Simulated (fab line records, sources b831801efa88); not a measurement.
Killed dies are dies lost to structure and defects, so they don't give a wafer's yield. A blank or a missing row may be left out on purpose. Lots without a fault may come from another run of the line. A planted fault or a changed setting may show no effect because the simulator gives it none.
Which tool did it? | flow sfq_line | 14 lots, 40 wafers sampled, at 5 steps of a route of 325

WHAT THE GAUGES READ, wafer by wafer
SFQ_I0_OVL_MEAS_908. Usual: I0_OVL -2 nm, standard deviation 4.8.
lot  | measured     | on         | I0_OVL (nm) | flag
L604 | day 9 23:38  | overlay-01 | -1 4 -2     |
L606 | day 10 04:26 | overlay-02 | -6 3 -2     |
L607 | day 10 08:02 | overlay-01 | -5 1 5      |
L608 | day 10 11:39 | overlay-01 | -3 2 0      |
L609 | day 10 18:06 | overlay-01 | -6 -4 -10   |
L610 | day 11 01:17 | overlay-02 | -2 3 4      |
L612 | day 11 09:41 | overlay-01 | 6 6 -1      |
L613 | day 11 20:29 | overlay-01 | -2 -5 -8    |
L614 | day 12 00:05 | overlay-02 | -3 0 -4     |
L616 | day 12 10:27 | overlay-02 | 4 5         |
L617 | day 12 16:27 | overlay-01 | -6 -6       |
L623 | day 14 14:02 | overlay-02 | -2 1 -8     |
L624 | day 14 16:26 | overlay-02 | 0 2 7       |
L627 | day 15 18:44 | overlay-01 | -4 -9 -3    |

SFQ_M5_OVL_MEAS_932. Usual: M5_OVL 0 nm, standard deviation 5.3.
lot  | measured     | on         | M5_OVL (nm) | flag
L604 | day 60 12:52 | overlay-02 | -5 -7 -5    |
L606 | day 60 16:27 | overlay-02 | -8 -9 -5    |
L607 | day 60 20:04 | overlay-01 | 5 7 6       |
L608 | day 60 22:28 | overlay-02 | -2 8 1      |
L609 | day 61 02:04 | overlay-02 | 6 2 2       |
L610 | day 61 04:27 | overlay-01 | -4 1 0      |
L612 | day 61 11:08 | overlay-02 | 8 4 6       |
L613 | day 61 14:44 | overlay-01 | -6 -6 -1    |
L614 | day 61 18:20 | overlay-02 | -2 -2 3     |
L616 | day 61 21:56 | overlay-02 | -13 -5      |
L617 | day 62 00:20 | overlay-02 | 3 4         |
L623 | day 65 12:07 | overlay-01 | -6 0 -11    |
L624 | day 67 07:19 | overlay-02 | -6 -6 4     |
L627 | day 68 09:58 | overlay-01 | 11 6 2      |

SFQ_C5_OVL_MEAS_937. Usual: C5_OVL -3 nm, standard deviation 4.8.
lot  | measured     | on         | C5_OVL (nm) | flag
L604 | day 70 19:34 | overlay-02 | -2 4 0      |
L606 | day 71 02:31 | overlay-01 | -4 -4 -5    |
L607 | day 71 06:07 | overlay-02 | 5 2 6       |
L608 | day 71 07:19 | overlay-01 | -2 -2 -4    |
L609 | day 71 13:19 | overlay-02 | 0 0 -1      |
L610 | day 71 15:43 | overlay-02 | -7 -6 -3    |
L612 | day 71 21:43 | overlay-01 | -4 -10 -4   |
L613 | day 72 00:14 | overlay-02 | 11 5 10     |
L614 | day 72 01:26 | overlay-02 | 3 0 -5      |
L616 | day 72 05:02 | overlay-02 | -6 -10      |
L617 | day 72 07:26 | overlay-02 | -11 -8      |
L623 | day 75 09:49 | overlay-01 | -4 -2 -8    |
L624 | day 77 03:11 | overlay-01 | -1 -1 0     |
L627 | day 77 23:15 | overlay-02 | 5 -2 -3     |

WHICH TOOL RAN EACH LOT (tool, then ch and the chambers of the sampled wafers, then the start)
lot  | SFQ_TRILAYER_M0_LITHO_COAT_026   | SFQ_TRILAYER_M0_BARC_OPEN_METAL_ETCH_031
L604 | litho_track-03 ch 0, day 4 22:58 | rie_metal-02 ch 0,1, day 6 10:09
L606 | litho_track-04 ch 0, day 5 05:13 | rie_metal-04 ch 0,1, day 6 14:57
L607 | litho_track-01 ch 0, day 5 10:17 | rie_metal-04 ch 0,1, day 6 19:46
L608 | litho_track-03 ch 0, day 5 11:22 | rie_metal-02 ch 0,1, day 6 20:58
L609 | litho_track-04 ch 0, day 5 15:04 | rie_metal-03 ch 0,1, day 7 00:34
L610 | litho_track-04 ch 0, day 5 18:31 | rie_metal-03 ch 0,1, day 7 04:09
L612 | litho_track-03 ch 0, day 6 01:12 | rie_metal-02 ch 0,1, day 7 12:33
L613 | litho_track-01 ch 0, day 6 07:12 | rie_metal-04 ch 0,1, day 7 19:33
L614 | litho_track-04 ch 0, day 6 10:43 | rie_metal-04 ch 0,1, day 7 23:09
L616 | litho_track-04 ch 0, day 7 00:37 | rie_metal-03 ch 0, day 8 11:20
L617 | litho_track-04 ch 0, day 7 06:37 | rie_metal-03 ch 0,1, day 8 16:08
L623 | litho_track-01 ch 0, day 8 10:08 | rie_metal-04 ch 1, day 10 09:16
L624 | litho_track-03 ch 0, day 8 13:41 | rie_metal-02 ch 0, day 10 10:26
L627 | litho_track-01 ch 0, day 9 20:19 | rie_metal-04 ch 0,1, day 11 11:11
- SFQ_TRILAYER_M0_LITHO_COAT_026: resist thk 62 nm.
- SFQ_TRILAYER_M0_BARC_OPEN_METAL_ETCH_031: etches BARC in O2, target depth 125 nm, time 41.7 s.

WHAT THE TOOLS THEMSELVES READ (means of the sampled wafers that have a number; where no wafer has one, the mark that the record gives instead)
SFQ_TRILAYER_M0_BARC_OPEN_METAL_ETCH_031. Usual: drypump_motor_current_A 5.90 A, standard deviation 0.28; oes_product_au 0.686 a.u., standard deviation 0.0044.
lot  | tool         | drypump_motor_current_A (A) | oes_product_au (a.u.) | flag
L604 | rie_metal-02 | 5.75                        | 0.687                 |
L606 | rie_metal-04 | 5.91                        | 0.690                 |
L607 | rie_metal-04 | 6.07                        | 0.690                 |
L608 | rie_metal-02 | 6.01                        | 0.684                 |
L609 | rie_metal-03 | 5.80                        | 0.689                 |
L610 | rie_metal-03 | 5.81                        | 0.686                 |
L612 | rie_metal-02 | 6.03                        | 0.688                 |
L613 | rie_metal-04 | 6.04                        | 0.689                 |
L614 | rie_metal-04 | 6.04                        | 0.684                 |
L616 | rie_metal-03 | 5.91                        | 0.645                 | OFF
L617 | rie_metal-03 | 5.84                        | 0.641                 | OFF
L623 | rie_metal-04 | 6.17                        | 0.685                 |
L624 | rie_metal-02 | 5.48                        | 0.684                 |
L627 | rie_metal-04 | 5.88                        | 0.680                 |

THE ANSWER, worked out from the rows above alone
Rule: a lot is off if the mean of its wafers that have a number lies more than 3 standard deviations from the usual mean. A lot without any number at a reading at which 4 lots or more have one is off too. The other lots that the step has rows for count as sound. The gauges are gone through in route order, then the tools' own readings, and for those a lot's mean is taken as printed above. The first step at which some lot is off is used, and at that step the reading that is off furthest; a lot without a number counts as furthest.
Off: L616, L617, at SFQ_TRILAYER_M0_BARC_OPEN_METAL_ETCH_031 (oes_product_au).
A tool fits if, at that step or a process step before it, it ran every lot that is off, and no sound lot after the first of them. Can't be told from this: 2 tools fit, litho_track-04 at SFQ_TRILAYER_M0_LITHO_COAT_026, rie_metal-03 at SFQ_TRILAYER_M0_BARC_OPEN_METAL_ETCH_031.

WHAT THE SIMULATOR HAD PUT IN
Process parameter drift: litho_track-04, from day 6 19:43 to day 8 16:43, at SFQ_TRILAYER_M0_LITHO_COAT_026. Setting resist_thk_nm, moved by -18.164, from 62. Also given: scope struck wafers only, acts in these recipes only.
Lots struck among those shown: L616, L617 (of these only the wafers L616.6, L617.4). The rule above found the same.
